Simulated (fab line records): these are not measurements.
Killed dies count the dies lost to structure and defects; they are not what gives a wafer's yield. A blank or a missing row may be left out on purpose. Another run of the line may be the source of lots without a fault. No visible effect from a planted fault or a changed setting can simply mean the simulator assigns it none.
Problem report, 8D (eight disciplines) form, completed by code | flow sky130 | the parts of the form that need people (team, actions taken, sign-off) are left out

1. THE PROBLEM
Mean of primeTempC at SKY_VIA3_HMDS_05: 118.59 C across 6 wafers in 2 lots; on wafers with no fault it is 119.97 C (standard deviation 0.12). Relative to the usual mean, that is a shift of -12 standard deviations.
The step: prime time 60 s.
Earliest sighting: wafer L179.2 on lithoTrack-02 at day 44 20:46. The record has a number at this step for 42 wafers belonging to 14 lots. Rule for "out" (also "out of limits"): further than 4 standard deviations from the usual mean. Any other wafer with a number is counted as sound.

2. WHAT IT IS; WHAT IT IS NOT
question                    | is                     | is not
which readings at this step | primeTempC             | -
which lots                  | L179, L180             | L162, L163, L164, L165, L166, L168, L169, L170, L172, L173, L174, L178
which wafers of those lots  | all that have a number | -
read on which tools         | lithoTrack-02          | lithoTrack-01, lithoTrack-04
when                        | from day 44 20:46      | up to then (33 sound wafers); but 3 sound wafers of L178 came after

3. THE SUSPECTS, EACH WITH WHAT RULES IT OUT
Counting: a tool at any process step up to the reading remains a suspect when it ran all the lots that are out and ran no sound lot after the first of those.
- lithoTrack-02 at SKY_VIA3_HMDS_05 (prime time 60 s): kept. Every lot that is out went through it, starting with L179 (day 44 20:46), and after that it ran no sound lot; the last sound lot it ran before then is L174 (day 42 23:31). Its own readings are out on those wafers: primeTempC.
Remaining after the count: lithoTrack-02 at SKY_VIA3_HMDS_05.

4. THE CAUSE (what the simulator had put in)
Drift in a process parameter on lithoTrack-02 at SKY_VIA3_HMDS_05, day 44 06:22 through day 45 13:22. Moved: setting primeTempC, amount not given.
The count eliminated every tool but this one.

5. THE CHAIN OF EFFECTS, in route order
Rows list readings where the struck wafers' mean (over those with a number) sits beyond 3 standard deviations from the usual. Scope: only readings with a usual standard deviation given in the record; hours: median across lots of the time from each lot's start at the first step in this table that gives one to its start at this step; sigmas: change in usual standard deviations.
hours | step             | reading    | usual    | on struck wafers | change | sigmas
0     | SKY_VIA3_HMDS_05 | primeTempC | 119.97 C | 118.59           | -1.38  | -12
The process steps in it:
- SKY_VIA3_HMDS_05: prime time 60 s.

6. WHAT WOULD HAVE CAUGHT IT SOONER
In this record the first reading out of limits was taken at day 44 20:46, 14 hours after the fault began at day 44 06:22.
